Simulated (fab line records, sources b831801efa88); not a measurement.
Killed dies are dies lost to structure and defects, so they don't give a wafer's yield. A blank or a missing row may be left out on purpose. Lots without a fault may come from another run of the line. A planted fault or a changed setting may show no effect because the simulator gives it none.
A struck lot beside a sound one | flow gf180mcu | 15 steps out of a route of 602
Sound: wafers L922.2, L922.3, L922.6. Struck: wafers L930.1, L930.2, L930.6. The cause comes at the end.
At each step with rows: each side's tool, then ch and its chambers, then its first start. Under that, the readings that differ: sound wafers | struck wafers | difference of the means | sigmas: that difference in standard deviations of wafers without a fault.
alike: readings whose means differ by less than 2 such deviations, and words and numbers that are the same on both sides. not compared: withheld readings, readings that some wafer has no value for, bounds like >300 that may hide the same value, and numbers for which the record gives no deviation and whose values overlap.
The two part at a step that has a row with sigmas, a row that says differs or no value, or rows on one side only. Numbers that don't overlap but have no deviation are shown without sigmas and don't part them. A reading that every wafer of one side lacks parts them only if that side has two wafers or more.

first, 1 step without rows for these wafers: GF_V2_CVD_00 (deposits SiO2, target thk 600 nm, time 100 s).
GF_V2_THK_MEAS_01:
  sound on film_metro-03, day 21 11:35; struck on film_metro-04, day 24 12:59
  alike: V2_CVD_00_THK
GF_V2_CVD_02: deposits SiO2 from TEOS, target thk 850 nm, time 94.851 s.
  sound on pecvd-04 ch 0,1,2, day 21 11:38; struck on pecvd-03 ch 0,1, day 24 13:02
  alike: heater_power_w
  not compared: since_wet_clean_h
GF_V2_THK_MEAS_03:
  sound on film_metro-04, day 21 11:43; struck on film_metro-01, day 24 13:07
  alike: V2_CVD_02_THK
GF_V2_CMP_04: polishes SiO2.
  sound on cmp-02 ch 0,2,3, day 21 11:46; struck on cmp-02 ch 0,2, day 24 13:10
  alike: motor_current_A, time_to_endpoint_s
GF_V2_BOW_MEAS_05:
  sound on film_metro-03, day 21 12:05; struck on film_metro-03, day 24 13:28
  alike: V2_BOW
then, 6 steps without rows for these wafers: GF_V2_DEHYDRATE_06 (time 60 s); GF_V2_HMDS_07 (prime time 60 s); GF_V2_COAT_08; GF_V2_COAT_09 (resist thk 1000 nm); GF_V2_SOFTBAKE_10 (time 60 s); GF_V2_EXPOSE_11 (exposes mask Via2, target cd 260 nm).
GF_V2_PEB_12: peb time 90 s.
  sound on litho_track-01 ch 0, day 22 11:29; struck on litho_track-01 ch 0, day 25 09:53
  reading                  | sound             | struck            | difference | sigmas
  heater_power_total_W (W) | 85.71 85.79 85.78 | 86.66 86.68 86.56 | +0.87      | +10
then, 1 step without rows for these wafers: GF_V2_DEVELOP_13 (develop time 60 s).
-- the record jumps here: 8 days lie between the struck wafers' starts before and after (it left off in module V2 and takes up again in module PASSIVATION, whose first step shown is number 602 of the route) --
GF_PASSIVATION_PROBE_99:
  the record has rows for the struck wafers here (prober-01, day 32 23:35) and none for the sound ones

WHERE THEY PART
First at GF_V2_PEB_12; last, within this record, at GF_PASSIVATION_PROBE_99.

WHY: what the simulator had put in
Process parameter drift: litho_track-01, from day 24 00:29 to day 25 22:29, at GF_V2_PEB_12. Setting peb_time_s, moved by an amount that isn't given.
